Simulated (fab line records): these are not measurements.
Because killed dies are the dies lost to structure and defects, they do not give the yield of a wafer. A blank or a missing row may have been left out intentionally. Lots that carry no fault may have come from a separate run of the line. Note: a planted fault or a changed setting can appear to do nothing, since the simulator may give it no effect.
A struck lot beside a sound one ; flow sky130 ; 15 steps out of a route of 708
Sound: the wafers L399.2, L399.3, L399.4. Wafers L410.3, L410.4, L410.6 were the ones struck. At the end, the cause is stated.
Per side, at each step with rows, come the tool, then ch with its chambers, and then its first start. Under that, the readings that differ: sound wafers ; struck wafers ; difference of the means ; sigmas: that difference in standard deviations of wafers without a fault.
alike: a reading whose means differ by less than 2 such deviations, as well as words and numbers matching on both sides. not compared: withheld readings; readings where some wafer has no value; bounds like >300 that might hide an equal value; numbers whose values overlap and for which the record gives no deviation.
A row with sigmas, a row that says differs or no value, or rows on one side alone: a step with any of these is where the two part. Non-overlapping numbers with no deviation appear without sigmas and do not part them. A reading missing from all wafers of one side parts the sides only when that side holds two or more wafers.

first, 7 steps without rows for these wafers: SKY_LDD_N_DEHYDRATE_00 (time 60 s); SKY_LDD_N_HMDS_01 (prime time 60 s); SKY_LDD_N_COAT_02 (resist thk 300 nm); SKY_LDD_N_SOFTBAKE_03 (time 60 s); SKY_LDD_N_EXPOSE_04 (exposes mask NTM, target cd 840 nm); SKY_LDD_N_PEB_05; SKY_LDD_N_DEVELOP_06 (develop time 60 s).
SKY_LDD_N_OVL_MEAS_07:
  sound on overlay-02 at day 20 20:43; struck on overlay-01 at day 25 01:46
  alike: LDD_N_OVL
then, 4 steps without rows for these wafers: SKY_LDD_N_IMPLANT_08; SKY_LDD_N_IMPLANT_09; SKY_LDD_N_IMPLANT_10; SKY_LDD_N_IMPLANT_11.
SKY_LDD_N_IMPLANT_12:
  sound on implanter-04 ch 0, day 20 21:23; struck on implanter-01 ch 0, day 25 02:27
reading;sound;struck;difference;sigmas
beam on s (s);9.73 10.22 9.97;12.56 12.97 12.77;+2.79;+13
faraday current uA;28.9 27.5 28.2;22.4 21.9 22.2;-6.0;-10
after that, 1 step had no rows for these wafers: SKY_LDD_N_IMPLANT_13.
-- here the record skips 25 days between the struck wafers' starts before and after, leaving off in module LDD_N and picking up in module PAD_OPEN (first step shown: number 708 of the route) --
SKY_PAD_OPEN_PROBE_99:
  sound on prober-01 at day 48 00:38; struck on prober-02 at day 50 13:52
  alike: killed_at_M0_to_M3, killed_at_M4_up, killed at contacts, killed at front end, killed at other, killed dies, killed open, killed short
  not compared: model.etest.nfet_01v8_lvt.vt sat v, model.etest.nfet_01v8.vt sat v

== WHERE THEY PART ==
SKY_LDD_N_IMPLANT_12 only, going by this record. Later steps at which nothing parts them and some readings are alike: SKY_PAD_OPEN_PROBE_99.

WHY: what had been put in by the simulator
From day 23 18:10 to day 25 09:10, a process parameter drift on implanter-01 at SKY_LDD_N_IMPLANT_12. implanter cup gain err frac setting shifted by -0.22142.
